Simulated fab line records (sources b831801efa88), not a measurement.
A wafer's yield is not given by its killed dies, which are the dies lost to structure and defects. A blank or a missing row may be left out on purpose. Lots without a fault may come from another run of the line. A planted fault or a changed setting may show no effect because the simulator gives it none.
Check of tool commonality :: flow gf180mcu :: Sample size 13 lots and 39 wafers

## THE REASON FOR OPENING IT
Of 13 lots, 2 have the reading DUAL_GATE_OXIDATION_00_THK flagged at GF_DUAL_GATE_THK_MEAS_03. No-fault wafers: 10.91 nm, standard deviation 0.22.
Rule: a lot is flagged in two cases, either no wafer of it has a number, or all its wafers with numbers fall more than 4 standard deviations from that mean. The rest of the lots are taken to be sound.

lot: L657
measured: day 7 12:47
on: film metro-03
DUAL_GATE_OXIDATION_00_THK (nm), wafer by wafer: 10.86 10.85 10.96
flag: 

lot: L659
measured: day 8 07:31
on: film metro-02
DUAL_GATE_OXIDATION_00_THK (nm), wafer by wafer: 10.65 10.69 10.70
flag: 

lot: L660
measured: day 8 08:28
on: film metro-01
DUAL_GATE_OXIDATION_00_THK (nm), wafer by wafer: 11.25 11.27 11.05
flag: 

lot: L661
measured: day 8 21:48
on: film metro-02
DUAL_GATE_OXIDATION_00_THK (nm), wafer by wafer: 10.73 10.68 10.64
flag: 

lot: L663
measured: day 9 07:41
on: film metro-02
DUAL_GATE_OXIDATION_00_THK (nm), wafer by wafer: 10.80 11.00 11.00
flag: 

lot: L664
measured: day 9 14:09
on: film metro-01
DUAL_GATE_OXIDATION_00_THK (nm), wafer by wafer: 11.10 11.11 11.04
flag: 

lot: L665
measured: day 9 23:35
on: film metro-03
DUAL_GATE_OXIDATION_00_THK (nm), wafer by wafer: 10.91 10.61 10.72
flag: 

lot: L666
measured: day 10 07:13
on: film metro-03
DUAL_GATE_OXIDATION_00_THK (nm), wafer by wafer: 17.02 17.16 16.97
flag: FLAGGED

lot: L670
measured: day 11 06:13
on: film metro-02
DUAL_GATE_OXIDATION_00_THK (nm), wafer by wafer: 16.77 16.85 16.87
flag: FLAGGED

lot: L677
measured: day 13 06:34
on: film metro-02
DUAL_GATE_OXIDATION_00_THK (nm), wafer by wafer: 10.71 10.89 11.03
flag: 

lot: L678
measured: day 13 13:07
on: film metro-03
DUAL_GATE_OXIDATION_00_THK (nm), wafer by wafer: 10.95 11.13 11.03
flag: 

lot: L679
measured: day 13 20:22
on: film metro-03
DUAL_GATE_OXIDATION_00_THK (nm), wafer by wafer: 11.13 11.00 11.11
flag: 

lot: L680
measured: day 14 03:01
on: film metro-02
DUAL_GATE_OXIDATION_00_THK (nm), wafer by wafer: 10.53 10.39 10.35
flag: 
The mean of the flagged lots' numbers is 16.94 nm, +6.03 nm from the usual (+27 standard deviations).

## WHICH TOOL RAN EACH LOT
Before the reading, the record contains 2 process steps out of a 602-step route. Each cell gives the tool, then ch followed by the chambers the sampled wafers passed through, then the start.
lot: L657
flag: 
GF_STI_STRIP_15: plasma asher-02 ch 0,1, day 2 00:22
GF_DUAL_GATE_OXIDATION_02: furnace-02 ch 0, day 7 11:20

lot: L659
flag: 
GF_STI_STRIP_15: plasma asher-01 ch 0,1, day 2 12:14
GF_DUAL_GATE_OXIDATION_02: furnace-02 ch 0, day 8 06:04

lot: L660
flag: 
GF_STI_STRIP_15: plasma asher-01 ch 0,1, day 2 16:55
GF_DUAL_GATE_OXIDATION_02: furnace-01 ch 0, day 8 06:59

lot: L661
flag: 
GF_STI_STRIP_15: plasma asher-04 ch 1, day 2 23:31
GF_DUAL_GATE_OXIDATION_02: furnace-01 ch 0, day 8 20:22

lot: L663
flag: 
GF_STI_STRIP_15: plasma asher-04 ch 0,1, day 3 07:49
GF_DUAL_GATE_OXIDATION_02: furnace-01 ch 0, day 9 06:14

lot: L664
flag: 
GF_STI_STRIP_15: plasma asher-02 ch 0,1, day 3 13:16
GF_DUAL_GATE_OXIDATION_02: furnace-01 ch 0, day 9 12:43

lot: L665
flag: 
GF_STI_STRIP_15: plasma asher-01 ch 0,1, day 3 20:16
GF_DUAL_GATE_OXIDATION_02: furnace-02 ch 0, day 9 22:09

lot: L666
flag: FLAGGED
GF_STI_STRIP_15: plasma asher-04 ch 0,1, day 4 01:55
GF_DUAL_GATE_OXIDATION_02: furnace-01 ch 0, day 10 05:46

lot: L670
flag: FLAGGED
GF_STI_STRIP_15: plasma asher-02 ch 0,1, day 4 21:14
GF_DUAL_GATE_OXIDATION_02: furnace-01 ch 0, day 11 04:46

lot: L677
flag: 
GF_STI_STRIP_15: plasma asher-04 ch 0,1, day 6 08:21
GF_DUAL_GATE_OXIDATION_02: furnace-02 ch 0, day 13 05:05

lot: L678
flag: 
GF_STI_STRIP_15: plasma asher-02 ch 0,1, day 6 13:41
GF_DUAL_GATE_OXIDATION_02: furnace-01 ch 0, day 13 11:39

lot: L679
flag: 
GF_STI_STRIP_15: plasma asher-01 ch 0,1, day 6 19:28
GF_DUAL_GATE_OXIDATION_02: furnace-01 ch 0, day 13 18:55

lot: L680
flag: 
GF_STI_STRIP_15: plasma asher-04 ch 0,1, day 6 23:38
GF_DUAL_GATE_OXIDATION_02: furnace-02 ch 0, day 14 01:33
These steps, and what they do:
- GF_STI_STRIP_15: strips in O2/N2.
- GF_DUAL_GATE_OXIDATION_02: stabilise 600 s, purge 300 s, target thk 10.887 nm.
- GF_DUAL_GATE_THK_MEAS_03

## FLAGGED AGAINST TOTAL, ONE TOOL AT A TIME (gauges that did the reading follow at the end)
step: GF_STI_STRIP_15
tool: plasma asher-01
lots run: 4
flagged: 0
share of the flagged lots: none
sound lots run after its first flagged lot: -

step: GF_STI_STRIP_15
tool: plasma asher-02
lots run: 4
flagged: 1
share of the flagged lots: some
sound lots run after its first flagged lot: 1 (L678)

step: GF_STI_STRIP_15
tool: plasma asher-04
lots run: 5
flagged: 1
share of the flagged lots: some
sound lots run after its first flagged lot: 2 (L677,L680)

step: GF_DUAL_GATE_OXIDATION_02
tool: furnace-01
lots run: 8
flagged: 2
share of the flagged lots: all
sound lots run after its first flagged lot: 2 (L678,L679)

step: GF_DUAL_GATE_OXIDATION_02
tool: furnace-02
lots run: 5
flagged: 0
share of the flagged lots: none
sound lots run after its first flagged lot: -

step: GF_DUAL_GATE_THK_MEAS_03
tool: film metro-01
lots run: 2
flagged: 0
share of the flagged lots: none
sound lots run after its first flagged lot: -

step: GF_DUAL_GATE_THK_MEAS_03
tool: film metro-02
lots run: 6
flagged: 1
share of the flagged lots: some
sound lots run after its first flagged lot: 2 (L677,L680)

step: GF_DUAL_GATE_THK_MEAS_03
tool: film metro-03
lots run: 5
flagged: 1
share of the flagged lots: some
sound lots run after its first flagged lot: 2 (L678,L679)

## WHAT THE TABLE ALLOWS
Rows of the table that ran each flagged lot: 1, that is furnace-01 at GF_DUAL_GATE_OXIDATION_02.
- furnace-01 at GF_DUAL_GATE_OXIDATION_02 ran 8 lots, 2 of them flagged. Sound lots followed the first flagged one (L678, L679) on it, something a lasting fault affecting the whole tool could not allow.
No row of the table ran every flagged lot and no sound lot after the first.

## WHAT THE SIMULATOR PUT IN
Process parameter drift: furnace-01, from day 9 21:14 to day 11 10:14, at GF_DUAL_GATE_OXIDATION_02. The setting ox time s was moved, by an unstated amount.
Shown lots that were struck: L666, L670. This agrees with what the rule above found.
